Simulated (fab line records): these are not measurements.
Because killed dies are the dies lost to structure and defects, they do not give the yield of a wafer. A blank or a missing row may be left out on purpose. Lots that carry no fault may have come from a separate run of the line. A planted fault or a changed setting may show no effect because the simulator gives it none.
Matching of chambers    flow sky130    4 sister chambers for SKY_FIELD_ISO_ETCH_17 on rie_si-01
The step etches Si in HBr/Cl2/O2, target depth 342 nm, time 97.7 s. 18 wafers are shown with their chamber, then 9 later ones without.

WAFERS PAIRED WITH THEIR CHAMBERS
wafer   chamber  drypump_motor_current_A (A)  he_backside_leak_sccm (sccm)  oes_product_au (a.u.)
L404.2  0        6.5                          2.43                          0.996
L404.3  2        5.1                          2.69                          0.996
L404.5  1        5.9                          2.57                          1.002
L405.2  2        5.2                          2.59                          0.985
L405.3  1        5.8                          2.56                          0.996
L405.4  0        6.5                          2.55                          0.994
L406.1  3        5.3                          2.72                          0.993
L406.5  0        6.5                          2.20                          0.998
L406.6  3        5.3                          2.71                          1.005
L409.1  3        5.3                          2.67                          1.003
L409.2  0        6.5                          2.51                          0.997
L409.6  0        6.5                          2.37                          0.998
L414.1  0        6.5                          2.51                          0.991
L414.2  2        5.1                          2.80                          0.992
L414.5  1        5.8                          2.70                          1.001
L415.1  0        6.5                          2.38                          0.989
L415.3  2        5.1                          2.60                          0.994
L415.6  3        5.3                          2.83                          0.993

SIGNATURES (means of the wafers above)
reading                  chamber 0  chamber 1  chamber 2  chamber 3  scatter within a chamber
drypump_motor_current_A  6.500      5.833      5.125      5.300      0.0318
he_backside_leak_sccm    2.4214     2.6100     2.6700     2.7325     0.1
oes_product_au           0.99471    0.99967    0.99175    0.99850    0.00453
Rule: a wafer lies at a distance from a chamber equal to the root of the sum of squares, over the readings, of (its reading less the chamber's mean, divided by the reading's scatter). If the next closest chamber is less than 2 further off than the closest, the wafer can't be placed; otherwise it belongs to the closest. The scatter: take each reading less its chamber's mean, square it, sum over the shown wafers, divide by the number of wafers less the number of chambers, and take the root.

WAFERS WITH NO CHAMBER GIVEN
wafer   drypump_motor_current_A (A)  he_backside_leak_sccm (sccm)  oes_product_au (a.u.)
L418.1  5.8                          2.77                          1.009
L418.5  5.8                          2.84                          1.006
L418.6  5.3                          2.65                          1.003
L423.2  5.3                          2.72                          0.998
L423.3  6.5                          2.39                          0.981
L423.4  6.5                          2.40                          0.992
L424.1  5.9                          2.74                          0.991
L424.3  5.3                          2.66                          0.999
L424.6  6.5                          2.46                          0.992

WHICH CHAMBER EACH ONE RAN IN
wafer   from the rows above  in truth
L418.1  1                    1
L418.5  1                    1
L418.6  3                    3
L423.2  3                    3
L423.3  0                    0
L423.4  0                    0
L424.1  1                    1
L424.3  3                    3
L424.6  0                    0
Placed correctly: 9 of 9. From these rows, 0 cannot be placed. Placed wrongly: 0.
